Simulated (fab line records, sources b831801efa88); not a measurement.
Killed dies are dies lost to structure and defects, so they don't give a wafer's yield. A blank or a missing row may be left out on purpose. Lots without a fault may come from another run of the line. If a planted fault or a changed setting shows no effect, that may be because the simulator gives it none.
Chamber matching ; flow gf180mcu ; 4 sister chambers for GF_V3_CMP_04 on cmp-02
The step polishes SiO2. 8 wafers are shown with their chamber, then 11 later ones without.

== WAFERS, EACH WITH ITS CHAMBER ==
wafer;chamber;motor_current_A (A);slurry_flow_ml_min
L080.1;0;11.0;150.2
L083.2;2;11.8;150.5
L084.1;1;11.4;150.5
L084.6;3;12.6;149.5
L085.4;2;11.5;150.1
L085.5;1;11.2;149.1
L085.6;0;10.5;149.2
L087.1;3;12.6;149.4

== WAFERS WITH NO CHAMBER GIVEN ==
wafer;motor_current_A (A);slurry_flow_ml_min
L087.4;10.8;150.3
L087.5;10.4;150.4
L088.2;11.8;150.4
L088.3;11.6;149.6
L088.5;10.6;149.8
L090.1;12.4;149.8
L090.2;12.1;150.3
L090.5;11.8;149.8
L092.1;10.9;150.1
L092.2;11.8;151.2
L092.5;12.7;149.8

== CHAMBER TAKEN BY EACH ==
wafer;from the rows above;in truth
L087.4;can't be placed: 0 or 1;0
L087.5;0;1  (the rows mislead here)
L088.2;can't be placed: 2 or 1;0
L088.3;can't be placed: 2 or 1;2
L088.5;0;0
L090.1;3;3
L090.2;can't be placed: 2 or 3 or 1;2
L090.5;can't be placed: 2 or 1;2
L092.1;can't be placed: 0 or 1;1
L092.2;can't be placed: 2 or 1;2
L092.5;3;3
Placed correctly: 3 of 11. Cannot be placed on the basis of these rows: 7; the candidates contain the true chamber in 6. Placed wrongly: 1.
How it was worked out, from the rows above alone: a wafer's distance from a chamber is the root of the sum, over the readings, of the square of ((its reading less the chamber's mean) divided by the reading's scatter). The wafer belongs to the nearest chamber; if the next one is less than 2 further off, it can't be placed. Each chamber's mean is taken over the wafers shown for it. The scatter: the root of (the sum of the squares of (reading less its chamber's mean) over the shown wafers, divided by (wafers less chambers)).
